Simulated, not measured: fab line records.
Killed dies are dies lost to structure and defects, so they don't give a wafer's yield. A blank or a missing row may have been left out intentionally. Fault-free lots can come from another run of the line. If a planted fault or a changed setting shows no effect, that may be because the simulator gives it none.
The tool behind it: which one? ; flow sfqLine ; 7 lots, 20 wafers sampled, at 2 steps of a route of 325

== WHAT EACH GAUGE READ, for each wafer ==
SFQ_JJ_OVL_MEAS_931.
lot;measured;on;J5_OVL (nm)
L538;day 41 09:25;overlay-02;-4 -1 -3
L540;day 41 20:01;overlay-01;4 1 3
L548;day 44 10:26;overlay-02;-1 1
L550;day 45 11:39;overlay-02;1 -5 -6
L553;day 45 23:39;overlay-02;-4 1 -2
L555;day 46 18:53;overlay-01;3 -3 -4
L558;day 47 15:17;overlay-02;-5 -1 -2

== EACH LOT AND THE TOOL THAT RAN IT (in order: tool; ch and the chambers of the sampled wafers; start) ==
lot;SFQ_TRILAYER_M4_STRIP_STRIP_097
L538;rieMetal-01 ch 0, day 34 09:07
L540;rieMetal-04 ch 0,1, day 34 17:19
L548;rieMetal-04 ch 0,1, day 36 14:26
L550;rieMetal-04 ch 0,1, day 37 03:38
L553;rieMetal-04 ch 0,1, day 37 20:26
L555;rieMetal-01 ch 0,1, day 38 08:30
L558;rieMetal-02 ch 1, day 39 04:50
- SFQ_TRILAYER_M4_STRIP_STRIP_097: strips in O2.

== THE ANSWER, worked out from the rows above alone ==
Rule: what is usual is taken from the lots themselves. Put in order of their means at a reading, lots are off if they are a third of the lots or fewer, leave a main group of 4 or more, and stand apart from it by a gap of 3 or more times the standard deviation of the main group's means; of several such gaps the widest counts. The tables above print the reading to a certain number of digits; a main group whose means all agree to those digits is not used. Also off: a lot with no number at a reading for which 4 or more lots have one. Any other lot the step has rows for is counted as sound.
No lot is off on any of the readings shown, so nothing can be concluded from this.

== WHAT THE SIMULATOR HAD PUT IN ==
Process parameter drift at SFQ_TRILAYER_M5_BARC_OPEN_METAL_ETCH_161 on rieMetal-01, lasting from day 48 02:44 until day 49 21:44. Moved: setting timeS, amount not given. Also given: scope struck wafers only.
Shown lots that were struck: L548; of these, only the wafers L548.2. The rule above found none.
